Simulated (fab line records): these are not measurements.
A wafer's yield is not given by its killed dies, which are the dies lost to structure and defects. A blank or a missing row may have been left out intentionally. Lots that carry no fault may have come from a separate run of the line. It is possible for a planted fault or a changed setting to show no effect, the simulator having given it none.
fab line records	flow gf180mcu
[record] lots = 13	wafers = 39	lastDay = 34
route steps=602 shown M2@365 V2@403 M3@411
lots with no fault: from the same line, run without faults
startH: the number of hours between the record's first day and the start of the first shown wafer of the lot	waitH: hours from the lot's prior step to this one	" as in the row above	L1.1+2: a row that stands for several wafers	- no value, or no start was given	* or withheld: withheld	< > ~ a bound
route shown NAME@n: names a module that has steps shown in the file, with the first one's number in the route	usual: average and standard deviation across the fault-free wafers	same: alike in all rows	chamber/n: place in a boat	sites: readings site by site	_std_site: standard deviation of those values	_edge_site: outer sites' mean less inner sites'	radiusMm: how far each site lies from the wafer's centre	mask NAME#n: copy n	behind: the most recent tool/chamber to have shaped the wafer	hold: why the lot went on hold/how many hours it stayed there/how the hold came to an end	device: which transistor (n, p or np) failed to switch	end of line: the same wafers' tests at the end of the route	where a step has no rows: the recipe by itself	killed: the dies lost at the first sort to structure and to defects; this is not the yield of the wafer	map: a wafer's dies, x killed, . not, _ none there
set.NAME: the setting that was run; set.NAME@STEP: the one run at that earlier step	model.NAME: the simulator's own value behind a step, which no gauge read
one table for each step of the route and one row for each wafer, over a sample of lots
services: the hour from which a tool's chamber was out of use, counted from the record's first day as startH (under 0 if before that day), plus the number of hours and why
[[steps]]
[step GF_M2_SPUTTER_03]
[recipe] material = Ti	targetThkNm = 10	substrateTempC = 300	chamberPressurePa = 0.3	powerW = 3000	timeS = 6.7
[usual] throttleValvePct = 30.3/1.1
lot.wafer	tool	chamber	startH	waitH	throttleValvePct
L359.1	pvdSputter-02	-	410.77	0.0	29.0
L359.4	"	-	"	"	30.1
L359.6	"	-	"	"	29.2
L360.3	pvdSputter-03	-	426.96	0.0	28.9
L360.4	"	-	"	"	30.3
L360.6	"	-	"	"	30.4
L361.1	pvdSputter-01	-	436.66	0.0	30.8
L361.4	"	-	"	"	27.9
L361.6	"	-	"	"	31.2
L362.1	pvdSputter-01	-	446.80	0.0	31.2
L362.2	"	-	"	"	28.0
L362.6	"	-	"	"	31.1
L363.2	pvdSputter-03	-	461.87	0.0	30.6
L363.3	"	-	"	"	30.4
L363.6	"	-	"	"	30.2
L364.3	pvdSputter-02	-	467.54	0.0	29.0
L364.5	"	-	"	"	31.7
L364.6	"	-	"	"	30.2
L368.1	pvdSputter-02	-	495.38	0.0	28.9
L368.2	"	-	"	"	31.2
L368.4	"	-	"	"	31.7
L374.3	pvdSputter-03	-	553.56	0.0	30.3
L374.4	"	-	"	"	30.9
L374.5	"	-	"	"	30.7
L377.2	pvdSputter-02	-	571.99	0.0	32.0
L377.5	"	-	"	"	29.0
L377.6	"	-	"	"	30.4
L378.3	pvdSputter-02	-	582.11	0.0	29.1
L378.4	"	-	"	"	30.1
L378.6	"	-	"	"	31.3
L379.2	pvdSputter-01	-	587.12	0.0	30.6
L379.3	"	-	"	"	30.7
L379.5	"	-	"	"	31.2
L380.1	pvdSputter-02	-	590.54	0.0	28.8
L380.2	"	-	"	"	31.6
L380.6	"	-	"	"	31.7
L382.2	pvdSputter-02	-	607.36	0.0	31.4
L382.3	"	-	"	"	30.3
L382.4	"	-	"	"	31.8
[step GF_V2_SPUTTER_21]
[recipe] material = Ti	targetThkNm = 15	chamberPressurePa = 5	powerW = 2500	substrateTempC = 200	timeS = 80.02
[usual] throttleValvePct = 30.1/1.2
lot.wafer	tool	chamber	startH	waitH	throttleValvePct
L359.1	pvdSputter-02	-	461.67	0.0	30.1
L359.4	"	-	"	"	31.8
L359.6	"	-	"	"	28.8
L360.3	pvdSputter-01	-	478.36	0.0	31.0
L360.4	"	-	"	"	27.7
L360.6	"	-	"	"	31.1
L361.1	pvdSputter-02	-	488.60	0.0	28.9
L361.4	"	-	"	"	31.8
L361.6	"	-	"	"	32.0
L362.1	pvdSputter-01	-	496.60	0.0	30.4
L362.2	"	-	"	"	30.9
L362.6	"	-	"	"	27.9
L363.2	pvdSputter-02	-	511.73	0.0	31.4
L363.3	"	-	"	"	30.0
L363.6	"	-	"	"	31.3
L364.3	pvdSputter-02	-	517.13	0.0	31.4
L364.5	"	-	"	"	30.5
L364.6	"	-	"	"	31.8
L368.1	pvdSputter-02	-	543.66	0.0	29.0
L368.2	"	-	"	"	30.3
L368.4	"	-	"	"	31.3
L374.3	pvdSputter-01	-	600.40	0.0	30.7
L374.4	"	-	"	"	27.9
L374.5	"	-	"	"	28.1
L377.2	pvdSputter-04	-	616.84	0.0	29.9
L377.5	"	-	"	"	29.8
L377.6	"	-	"	"	28.9
L378.3	pvdSputter-04	-	626.41	0.0	28.7
L378.4	"	-	"	"	28.8
L378.6	"	-	"	"	30.1
L379.2	pvdSputter-02	-	630.82	0.0	31.5
L379.3	"	-	"	"	31.7
L379.5	"	-	"	"	31.5
L380.1	pvdSputter-02	-	634.12	0.0	29.3
L380.2	"	-	"	"	30.4
L380.6	"	-	"	"	31.5
L382.2	pvdSputter-04	-	649.87	0.0	28.6
L382.3	"	-	"	"	30.2
L382.4	"	-	"	"	28.9
[step GF_M3_SPUTTER_02]
[recipe] material = AlCu	targetThkNm = 450	powerW = 10600	timeS = 23.9	chamberPressurePa = 0.4
[usual] throttleValvePct = 29.8/1
lot.wafer	tool	chamber	startH	waitH	throttleValvePct
L359.1	pvdSputter-04	-	462.49	0.0	29.8
L359.4	"	-	"	"	28.9
L359.6	"	-	"	"	28.7
L360.3	pvdSputter-01	-	479.44	0.0	28.0
L360.4	"	-	"	"	30.8
L360.6	"	-	"	"	31.0
L361.1	pvdSputter-01	-	489.43	0.0	31.2
L361.4	"	-	"	"	27.7
L361.6	"	-	"	"	31.2
L362.1	pvdSputter-03	-	497.43	0.0	30.2
L362.2	"	-	"	"	30.5
L362.6	"	-	"	"	28.8
L363.2	pvdSputter-03	-	512.55	0.0	29.1
L363.3	"	-	"	"	30.9
L363.6	"	-	"	"	30.9
L364.3	pvdSputter-01	-	517.95	0.0	30.9
L364.5	"	-	"	"	30.8
L364.6	"	-	"	"	31.0
L368.1	pvdSputter-04	-	544.56	0.0	28.6
L368.2	"	-	"	"	30.1
L368.4	"	-	"	"	29.6
L374.3	pvdSputter-04	-	601.23	0.0	30.0
L374.4	"	-	"	"	29.7
L374.5	"	-	"	"	28.9
L377.2	pvdSputter-03	-	617.66	0.0	30.8
L377.5	"	-	"	"	30.2
L377.6	"	-	"	"	30.7
L378.3	pvdSputter-04	-	627.23	0.0	28.6
L378.4	"	-	"	"	29.9
L378.6	"	-	"	"	29.9
L379.2	pvdSputter-01	-	631.64	0.0	30.3
L379.3	"	-	"	"	30.7
L379.5	"	-	"	"	27.7
L380.1	pvdSputter-01	-	634.94	0.0	27.8
L380.2	"	-	"	"	31.0
L380.6	"	-	"	"	28.1
L382.2	pvdSputter-04	-	650.73	0.0	28.8
L382.3	"	-	"	"	29.8
L382.4	"	-	"	"	28.6
[step GF_M3_METAL_ETCH_16]
[recipe] chemistry = Cl2/BCl3	maskMaterial = KrF	targetDepthNm = 750.8	stopOn = SiO2	pressureMtorr = 8	icpW = 800	biasW = 140	Cl2_flow_sccm = 80	bcl3FlowSccm = 40	timeS = 125.1
[usual] drypumpMotorCurrentA = 5.9/0.52	oesProductAu = 0.990/0.0061	rfFwdPowerW = 796.6/2.7	throttleValvePct = 28.230/0.0097
lot.wafer	tool	chamber	startH	waitH	drypumpMotorCurrentA	oesProductAu	rfFwdPowerW	rfHoursCounterH	throttleValvePct
L359.1	rieMetal-04	0	486.99	0.0	5.1	0.986	793.1	14	28.238
L359.4	"	0	"	"	5.1	0.982	791.0	-	28.247
L359.6	"	0	"	"	5.1	0.978	791.6	-	28.252
L360.3	rieMetal-01	1	503.45	0.1	6.4	0.986	796.7	-	28.222
L360.4	"	0	"	"	6.0	0.987	794.4	-	28.251
L360.6	"	0	"	"	6.0	0.982	801.5	-	28.238
L361.1	rieMetal-04	1	513.81	0.0	6.4	0.991	799.1	8	28.246
L361.4	"	1	"	"	6.4	0.992	797.2	-	28.235
L361.6	"	1	"	"	6.4	1.000	800.8	-	28.225
L362.1	rieMetal-01	0	521.10	0.0	6.0	0.987	796.3	13	28.230
L362.2	"	1	"	"	6.4	0.985	792.0	1	28.235
L362.6	"	1	"	"	6.5	0.991	796.2	-	28.240
L363.2	rieMetal-04	0	535.75	0.0	5.1	0.989	792.0	0	28.245
L363.3	"	0	"	"	5.1	0.986	793.4	-	28.231
L363.6	"	0	"	"	5.1	0.989	798.1	-	28.228
L364.3	rieMetal-01	1	540.49	0.1	6.4	0.994	794.8	-	28.231
L364.5	"	1	"	"	6.4	0.991	792.7	-	28.225
L364.6	"	1	"	"	6.4	0.993	796.2	-	28.244
L368.1	rieMetal-04	1	566.70	0.0	6.4	1.010	796.2	10	28.242
L368.2	"	0	"	"	5.1	0.830	795.7	1	28.399
L368.4	"	1	"	"	6.4	0.852	797.6	-	28.382
L374.3	rieMetal-02	0	622.33	0.1	5.5	0.991	799.9	-	28.227
L374.4	"	0	"	"	5.5	0.993	796.3	-	28.240
L374.5	"	0	"	"	5.5	0.986	798.4	-	28.244
L377.2	rieMetal-01	1	638.26	0.0	6.4	0.990	797.9	5	28.234
L377.5	"	0	"	"	6.0	0.982	798.6	-	28.221
L377.6	"	1	"	"	6.4	0.986	795.0	-	28.240
L378.3	rieMetal-04	0	647.88	0.1	5.1	0.997	794.7	-	28.224
L378.4	"	1	"	"	6.4	0.998	799.7	-	28.231
L378.6	"	0	"	"	5.1	0.979	798.5	-	28.220
L379.2	rieMetal-04	1	651.95	0.0	6.4	0.996	800.2	12	28.221
L379.3	"	0	"	"	5.1	0.984	794.7	-	28.235
L379.5	"	0	"	"	5.1	0.989	792.8	-	28.234
L380.1	rieMetal-02	1	655.15	0.0	6.0	0.984	796.5	1	28.227
L380.2	"	0	"	"	5.6	0.986	797.7	11	28.225
L380.6	"	0	"	"	5.5	0.988	797.3	-	28.241
L382.2	rieMetal-02	1	670.04	0.0	6.0	0.993	795.6	2	28.228
L382.3	"	1	"	"	6.0	0.989	794.6	-	28.236
L382.4	"	0	"	"	5.5	1.003	799.9	-	28.213
[step GF_M3_STRIP_17]
[recipe] chemistry = O2/N2	powerW = 1400	pressureMtorr = 1500	platenTempC = 250	o2FlowSccm = 3000	n2FlowSccm = 300	overashFraction = 0.5
[usual] drypumpMotorCurrentA = 5.6/0.54	heaterPowerW = 321/11	oesProductAu = 0.537/0.005	platenTempC = 250.01/0.15	stripTimeToEndpointS = 7.38/0.057
lot.wafer	tool	chamber	startH	waitH	drypumpMotorCurrentA	heaterPowerW	oesProductAu	platenTempC	rfHoursCounterH	stripTimeToEndpointS
L359.1	plasmaAsher-02	1	487.12	0.1	5.5	302	0.548	250.22	6	7.54
L359.4	"	0	"	"	6.5	314	0.541	250.16	-	7.50
L359.6	"	0	"	"	6.5	317	0.540	250.03	-	7.55
L360.3	plasmaAsher-04	0	503.56	0.1	5.7	329	0.537	249.88	-	7.38
L360.4	"	1	"	"	4.9	327	0.535	249.99	-	7.49
L360.6	"	1	"	"	4.9	316	0.544	249.77	-	7.49
L361.1	plasmaAsher-04	0	514.07	0.2	5.7	326	0.534	250.01	89	7.33
L361.4	"	0	"	"	5.7	333	0.532	249.87	-	7.39
L361.6	"	1	"	"	4.9	321	0.539	249.87	-	7.30
L362.1	plasmaAsher-02	1	521.27	0.1	5.5	309	0.537	249.87	8	7.48
L362.2	"	0	"	"	6.6	317	0.542	250.09	8	7.41
L362.6	"	1	"	"	5.5	303	0.541	250.00	-	7.49
L363.2	plasmaAsher-04	1	535.88	0.1	4.9	315	0.537	250.07	92	7.44
L363.3	"	0	"	"	5.7	338	0.544	250.15	-	7.48
L363.6	"	0	"	"	5.7	328	0.545	250.30	-	7.42
L364.3	plasmaAsher-01	1	540.70	0.2	5.3	343	0.538	250.13	-	7.34
L364.5	"	0	"	"	5.3	309	0.542	249.94	-	7.42
L364.6	"	1	"	"	5.3	342	0.543	250.04	-	7.35
L368.1	plasmaAsher-02	1	566.83	0.1	5.5	304	0.537	249.79	13	7.33
L368.2	"	0	"	"	6.6	318	0.567	250.43	13	8.16
L368.4	"	0	"	"	6.6	324	0.567	250.11	-	8.13
L374.3	plasmaAsher-02	0	622.53	0.2	6.5	318	0.533	249.83	-	7.34
L374.4	"	1	"	"	5.5	309	0.540	250.08	-	7.37
L374.5	"	1	"	"	5.5	311	0.539	250.27	-	7.39
L377.2	plasmaAsher-04	1	638.39	0.1	4.9	318	0.532	250.06	102	7.37
L377.5	"	0	"	"	5.7	329	0.533	249.82	-	7.41
L377.6	"	1	"	"	4.9	327	0.551	250.01	-	7.37
L378.3	plasmaAsher-02	0	648.00	0.1	6.6	322	0.533	250.26	-	7.44
L378.4	"	1	"	"	5.5	313	0.542	250.25	-	7.39
L378.6	"	1	"	"	5.5	304	0.538	249.93	-	7.50
L379.2	plasmaAsher-02	1	652.08	0.1	5.5	308	0.530	249.98	19	7.30
L379.3	"	0	"	"	6.6	318	0.540	250.06	-	7.39
L379.5	"	1	"	"	5.5	302	0.536	249.97	-	7.39
L380.1	plasmaAsher-04	1	655.28	0.1	4.9	321	0.533	249.94	104	7.38
L380.2	"	0	"	"	5.7	328	0.533	249.99	104	7.39
L380.6	"	0	"	"	5.7	320	0.535	250.24	-	7.41
L382.2	plasmaAsher-04	1	670.17	0.1	4.9	325	0.551	250.17	106	7.35
L382.3	"	0	"	"	5.7	329	0.537	249.71	-	7.31
L382.4	"	1	"	"	4.9	318	0.525	250.24	-	7.27
[[services]]
tool	chamber	startH	hours	kind
pvdSputter-01	-	398.68	1.9	repair
plasmaAsher-02	-	406.93	7.6	repair
plasmaAsher-02	-	421.25	9.0	pm
pvdSputter-02	-	469.09	4.3	repair
plasmaAsher-02	-	489.01	2.0	repair
plasmaAsher-04	-	489.43	0.7	repair
rieMetal-01	-	490.54	1.4	pm
plasmaAsher-02	-	499.19	4.5	repair
pvdSputter-04	-	504.29	16.0	repair
pvdSputter-02	-	507.41	1.7	repair
pvdSputter-01	-	510.15	2.3	repair
plasmaAsher-02	-	513.31	3.8	repair
rieMetal-04	0	544.64	1.6	repair
pvdSputter-02	-	555.71	0.6	repair
plasmaAsher-04	-	566.84	10.2	repair
plasmaAsher-02	-	571.59	28.1	pm
pvdSputter-03	-	577.76	1.9	repair
pvdSputter-04	-	585.82	1.3	repair
plasmaAsher-04	-	585.91	2.8	pm
plasmaAsher-04	-	588.67	0.5	repair
rieMetal-02	-	604.53	2.8	pm
rieMetal-04	-	632.44	2.8	pm
pvdSputter-03	-	663.62	2.4	repair
pvdSputter-01	-	667.35	2.9	repair
[[key]]
[firstSign] step = GF_M3_METAL_ETCH_16	reading = oesProductAu	direction = down	sigmas = 25	usual = 0.990	struck = 0.841
[effect] step = GF_M3_METAL_ETCH_16	reading = throttleValvePct	direction = up	sigmas = 16	usual = 28.230	struck = 28.390
[effect] step = GF_M3_STRIP_17	reading = stripTimeToEndpointS	direction = up	sigmas = 13	usual = *	struck = *
metAt GF_M3_METAL_ETCH_16
struckLots L368
struckWafers L368.2,L368.4
laterRowsLeftOut L368.2,L368.4
sortLeftOut L368.2,L368.4
notActingAt GF_M2_SPUTTER_03,GF_V2_SPUTTER_21,GF_M3_SPUTTER_02
onsetBetween 535.75 566.70
[fault] kind = processParameterDrift	tool = rieMetal-04	chamber = -	onsetH = 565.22	steps = GF_M3_METAL_ETCH_16	channel = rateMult	offset = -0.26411	shape = step	endH = 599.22	scope = struckWafersOnly
// sortLeftOut: the simulated sort isn't trusted on such a fault, so these wafers' sort isn't shown, and their yield isn't known
// laterRowsLeftOut: the simulator's readings of these wafers behind a module that went badly wrong aren't trusted and aren't shown, but for the sort
